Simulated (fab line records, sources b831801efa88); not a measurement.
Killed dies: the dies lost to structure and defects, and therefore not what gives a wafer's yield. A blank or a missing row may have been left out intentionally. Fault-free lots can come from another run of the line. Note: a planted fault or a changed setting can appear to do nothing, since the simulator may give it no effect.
Matching of chambers || flow gf180mcu || 4 sister chambers for GF_V5_CMP_04 on cmp-01
The step polishes SiO2. 4 wafers are shown with their chamber, then 9 later ones without.

WAFERS WITH THEIR CHAMBER
{"wafer": "L773.5", "chamber": 0, "motor current A (A)": 11.7}
{"wafer": "L776.1", "chamber": 1, "motor current A (A)": 14.4}
{"wafer": "L776.4", "chamber": 2, "motor current A (A)": 12.3}
{"wafer": "L778.2", "chamber": 3, "motor current A (A)": 11.0}

WAFERS WITHOUT THEIR CHAMBER
{"wafer": "L778.5", "motor current A (A)": 13.7}
{"wafer": "L778.6", "motor current A (A)": 12.0}
{"wafer": "L779.2", "motor current A (A)": 11.7}
{"wafer": "L779.5", "motor current A (A)": 11.8}
{"wafer": "L779.6", "motor current A (A)": 11.0}
{"wafer": "L784.2", "motor current A (A)": 11.7}
{"wafer": "L784.4", "motor current A (A)": 11.8}
{"wafer": "L785.4", "motor current A (A)": 10.8}
{"wafer": "L785.5", "motor current A (A)": 12.5}

WHICH CHAMBER EACH ONE RAN IN
{"wafer": "L778.5", "from the rows above": 1, "in truth": 1}
{"wafer": "L778.6", "from the rows above": "can't be placed: 0 or 2", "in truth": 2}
{"wafer": "L779.2", "from the rows above": 0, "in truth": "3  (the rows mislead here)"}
{"wafer": "L779.5", "from the rows above": "can't be placed: 0 or 2", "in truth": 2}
{"wafer": "L779.6", "from the rows above": 3, "in truth": 3}
{"wafer": "L784.2", "from the rows above": 0, "in truth": 0}
{"wafer": "L784.4", "from the rows above": "can't be placed: 0 or 2", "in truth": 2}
{"wafer": "L785.4", "from the rows above": 3, "in truth": 3}
{"wafer": "L785.5", "from the rows above": 2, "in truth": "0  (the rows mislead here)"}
Correct placement for 4 of the 9. Not placeable from these rows: 3 (in 3, the candidates include the true chamber). Number placed wrongly: 2.
How it was worked out, from the rows above alone: a wafer's distance from a chamber is the root of the sum, over the readings, of the square of ((its reading less the chamber's mean) divided by the reading's scatter). The wafer belongs to the nearest chamber; if the next one is less than 2 further off, it can't be placed. For every chamber, the mean is computed from those of its wafers that are shown. The scatter: root of mean squared gap, hidden wafer to nearest shown wafer, with one shown wafer a chamber.
